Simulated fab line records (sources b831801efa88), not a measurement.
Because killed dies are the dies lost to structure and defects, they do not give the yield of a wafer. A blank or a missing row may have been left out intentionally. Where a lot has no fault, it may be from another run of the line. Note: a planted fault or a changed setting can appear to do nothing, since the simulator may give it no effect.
Matching of chambers | flow sky130 | SKY_CONTACT_CMP_04 on cmp-02: 4 sister chambers
The step polishes SiO2. 24 wafers are shown with their chamber, then 12 later ones without.

== EACH WAFER AND ITS CHAMBER ==
wafer  | chamber | motorCurrentA (A) | slurryFlowMlMin | timeToEndpointS (s)
L074.2 | 1       | 11.7              | 150.2           | 84.7
L074.3 | 2       | 14.0              | 150.4           | 84.8
L074.6 | 1       | 12.2              | 150.4           | 84.8
L075.1 | 0       | 12.2              | 149.8           | 87.9
L075.2 | 1       | 11.2              | 150.2           | 88.7
L075.5 | 1       | 11.6              | 149.7           | 85.1
L080.1 | 3       | 10.1              | 149.9           | 81.8
L080.5 | 0       | 12.1              | 149.4           | 88.0
L080.6 | 3       | 10.7              | 149.4           | 86.0
L082.2 | 0       | 12.4              | 149.9           | 82.1
L082.3 | 2       | 13.5              | 150.3           | 82.9
L082.5 | 0       | 12.0              | 149.3           | 83.7
L084.3 | 2       | 13.8              | 150.5           | 84.6
L084.5 | 3       | 10.0              | 149.9           | 87.9
L084.6 | 0       | 12.1              | 150.4           | 88.0
L087.2 | 0       | 11.7              | 149.3           | 90.3
L087.3 | 1       | 11.5              | 150.3           | 83.8
L087.6 | 3       | 10.7              | 149.9           | 84.0
L088.1 | 2       | 13.4              | 150.4           | 85.3
L088.2 | 1       | 11.7              | 150.2           | 85.2
L088.5 | 2       | 13.8              | 149.9           | 86.6
L089.1 | 1       | 12.0              | 149.6           | 81.0
L089.4 | 0       | 12.5              | 149.9           | 83.7
L089.6 | 2       | 14.0              | 150.1           | 82.7

SIGNATURES (averages over the wafers above)
reading         | chamber 0 | chamber 1 | chamber 2 | chamber 3 | scatter within a chamber
motorCurrentA   | 12.143    | 11.700    | 13.750    | 10.375    | 0.3
slurryFlowMlMin | 149.714   | 150.086   | 150.267   | 149.775   | 0.316
timeToEndpointS | 86.243    | 84.757    | 84.483    | 84.925    | 2.43
Rule: a wafer lies at a distance from a chamber equal to the root of the sum of squares, over the readings, of (its reading less the chamber's mean, divided by the reading's scatter). The wafer belongs to the nearest chamber; if the next one is less than 2 further off, it can't be placed. The scatter is the square root of a quotient: the sum, over the shown wafers, of each reading's squared deviation from its chamber's mean, divided by wafers minus chambers.

== WAFERS WITHOUT THEIR CHAMBER ==
wafer  | motorCurrentA (A) | slurryFlowMlMin | timeToEndpointS (s)
L091.2 | 11.9              | 149.8           | 78.0
L091.5 | 12.1              | 150.3           | 82.7
L091.6 | 12.6              | 149.9           | 82.1
L093.2 | 11.0              | 150.3           | 85.7
L093.4 | 9.9               | 149.0           | 81.3
L093.6 | 11.6              | 150.4           | 83.9
L094.2 | 12.5              | 150.2           | 86.1
L094.5 | 11.5              | 150.2           | 82.2
L094.6 | 12.0              | 150.6           | 84.0
L096.3 | 12.3              | 151.3           | 82.9
L096.4 | 12.8              | 150.4           | 79.8
L096.6 | 10.9              | 151.2           | 80.1

== WHICH CHAMBER EACH WENT THROUGH ==
wafer  | from the rows above          | in truth
L091.2 | can't be placed: 1 or 0      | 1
L091.5 | can't be placed: 1 or 0      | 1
L091.6 | can't be placed: 0 or 1 or 2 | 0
L093.2 | can't be placed: 1 or 3 or 0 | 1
L093.4 | 3                            | 3
L093.6 | can't be placed: 1 or 0      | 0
L094.2 | can't be placed: 0 or 1      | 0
L094.5 | can't be placed: 1 or 0      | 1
L094.6 | can't be placed: 1 or 0      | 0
L096.3 | can't be placed: 1 or 0 or 2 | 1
L096.4 | can't be placed: 2 or 0 or 1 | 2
L096.6 | can't be placed: 1 or 3 or 0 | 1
Placed correctly: 1 of 12. Can't be placed from these rows: 11 (the true chamber is among the candidates in 11). Number placed wrongly: 0.
